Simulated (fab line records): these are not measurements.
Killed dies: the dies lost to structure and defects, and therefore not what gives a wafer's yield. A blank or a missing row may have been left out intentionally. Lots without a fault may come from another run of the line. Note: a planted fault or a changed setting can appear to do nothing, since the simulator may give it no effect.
The tool behind it: which one? + flow gf180mcu + 13 lots, 39 wafers sampled, at 3 steps of a route of 602

== WHAT THE GAUGES READ, wafer by wafer ==
GF_V5_RS_MEAS_24: measurement is done with a four-point probe. Usual: V5_W_RS gives 0.329 ohm/sq (standard deviation 0.0042).
| lot  | measured     | on            | V5_W_RS (ohm/sq)  | flag |
|------|--------------|---------------|-------------------|------|
| L635 | day 27 04:22 | film-metro-03 | 0.327 0.331 0.329 |      |
| L637 | day 27 16:40 | film-metro-02 | 0.321 0.326 0.330 |      |
| L640 | day 28 15:35 | film-metro-03 | 0.334 0.330 0.330 |      |
| L641 | day 29 05:26 | film-metro-02 | 0.334 0.330 0.327 |      |
| L642 | day 29 13:48 | film-metro-02 | 0.327 0.335 0.328 |      |
| L643 | day 29 16:23 | film-metro-02 | 0.326 0.329 0.325 |      |
| L644 | day 30 03:18 | film-metro-01 | 0.323 0.319 0.326 |      |
| L646 | day 30 13:21 | film-metro-01 | 0.320 0.327 0.323 |      |
| L647 | day 30 19:33 | film-metro-01 | 0.330 0.331 0.330 |      |
| L650 | day 31 18:37 | film-metro-03 | 0.333 0.327 0.332 |      |
| L654 | day 32 16:18 | film-metro-03 | 0.324 0.327 0.320 |      |
| L655 | day 32 21:37 | film-metro-01 | 0.326 0.332 0.335 |      |
| L656 | day 33 03:54 | film-metro-02 | 0.331 0.329 0.331 |      |

== WHAT TOOL EACH LOT RAN ON (gives the tool, then ch and the chambers of the sampled wafers, and finally the start) ==
| lot  | GF_NWELL_STRIP_10                   | GF_V5_CMP_04                  |
|------|-------------------------------------|-------------------------------|
| L635 | plasma-asher-02 ch 0,1, day 3 08:26 | cmp-02 ch 1,2,3, day 26 06:37 |
| L637 | plasma-asher-02 ch 0,1, day 3 17:13 | cmp-01 ch 0,2,3, day 26 19:42 |
| L640 | plasma-asher-02 ch 0,1, day 4 10:38 | cmp-02 ch 1,2,3, day 27 18:44 |
| L641 | plasma-asher-04 ch 0,1, day 4 16:37 | cmp-02 ch 0,2,3, day 28 08:41 |
| L642 | plasma-asher-02 ch 0,1, day 4 22:22 | cmp-01 ch 0,2, day 28 16:59   |
| L643 | plasma-asher-04 ch 1, day 5 04:46   | cmp-02 ch 0,1,2, day 28 19:58 |
| L644 | plasma-asher-04 ch 0,1, day 5 09:52 | cmp-02 ch 0,1,2, day 29 07:11 |
| L646 | plasma-asher-04 ch 0,1, day 5 20:35 | cmp-01 ch 0,1,3, day 29 17:31 |
| L647 | plasma-asher-04 ch 0,1, day 6 02:08 | cmp-02 ch 1,2,3, day 30 00:17 |
| L650 | plasma-asher-02 ch 0,1, day 6 18:03 | cmp-02 ch 0,2,3, day 30 23:44 |
| L654 | plasma-asher-04 ch 0,1, day 7 16:03 | cmp-01 ch 1,3, day 31 22:04   |
| L655 | plasma-asher-02 ch 0,1, day 7 20:34 | cmp-02 ch 0,2, day 32 04:20   |
| L656 | plasma-asher-04 ch 0,1, day 8 01:55 | cmp-02 ch 1,2,3, day 32 10:34 |
- GF_NWELL_STRIP_10: strips in O2/N2.
- GF_V5_CMP_04: polishes SiO2.

== WHAT THE TOOLS THEMSELVES READ (means of the sampled wafers that have a number; where no wafer has one, the mark that the record gives instead) ==
GF_NWELL_STRIP_10. Usual: drypump-motor-current-A 5.33 A, standard deviation 0.26; heater-power-w 301 W, standard deviation 27; oes-product-au 0.722 a.u., standard deviation 0.0044; strip-time-to-endpoint-s 37.01 s, standard deviation 0.13.
| lot  | tool            | drypump-motor-current-A (A) | heater-power-w (W) | oes-product-au (a.u.) | strip-time-to-endpoint-s (s) | flag |
|------|-----------------|-----------------------------|--------------------|-----------------------|------------------------------|------|
| L635 | plasma-asher-02 | 5.56                        | 269                | 0.721                 | 36.93                        |      |
| L637 | plasma-asher-02 | 5.45                        | 289                | 0.722                 | 36.78                        |      |
| L640 | plasma-asher-02 | 5.44                        | 283                | 0.723                 | 36.97                        |      |
| L641 | plasma-asher-04 | 5.08                        | 320                | 0.721                 | 36.99                        |      |
| L642 | plasma-asher-02 | 5.55                        | 265                | 0.721                 | 37.01                        |      |
| L643 | plasma-asher-04 | 5.15                        | 309                | 0.723                 | 37.15                        |      |
| L644 | plasma-asher-04 | 5.06                        | 320                | 0.719                 | 37.12                        |      |
| L646 | plasma-asher-04 | 5.07                        | 320                | 0.724                 | 37.00                        |      |
| L647 | plasma-asher-04 | 4.99                        | 326                | 0.718                 | 37.10                        |      |
| L650 | plasma-asher-02 | 5.54                        | 277                | 0.716                 | 37.04                        |      |
| L654 | plasma-asher-04 | 5.01                        | 329                | 0.725                 | 37.02                        |      |
| L655 | plasma-asher-02 | 5.53                        | 277                | 0.721                 | 37.02                        |      |
| L656 | plasma-asher-04 | 5.00                        | 328                | 0.722                 | 36.83                        |      |

GF_V5_CMP_04. Usual: 11.5 A for motor-current-A, sd 0.69.
| lot  | tool   | motor-current-A (A) | flag |
|------|--------|---------------------|------|
| L635 | cmp-02 | 11.5                |      |
| L637 | cmp-01 | 12.5                |      |
| L640 | cmp-02 | 11.2                |      |
| L641 | cmp-02 | 11.2                |      |
| L642 | cmp-01 | 11.6                |      |
| L643 | cmp-02 | 11.2                |      |
| L644 | cmp-02 | 11.0                |      |
| L646 | cmp-01 | 11.6                |      |
| L647 | cmp-02 | 11.3                |      |
| L650 | cmp-02 | 11.4                |      |
| L654 | cmp-01 | 11.7                |      |
| L655 | cmp-02 | 11.2                |      |
| L656 | cmp-02 | 11.5                |      |

== THE ANSWER, worked out from the rows above alone ==
Rule: a lot is off if the mean of its wafers that have a number lies more than 3 standard deviations from the usual mean. A lot without any number at a reading at which 4 lots or more have one is off too. All remaining lots with rows at the step are treated as sound. First the gauges in route order, then the tools' own readings, where a lot's mean is used as printed above. At the first step where some lot is off, the reading lying furthest off is the one used; lots without a number count as furthest.
Across all readings shown, no lot is off: no conclusion can be drawn from this.

== WHAT THE SIMULATOR PUT IN ==
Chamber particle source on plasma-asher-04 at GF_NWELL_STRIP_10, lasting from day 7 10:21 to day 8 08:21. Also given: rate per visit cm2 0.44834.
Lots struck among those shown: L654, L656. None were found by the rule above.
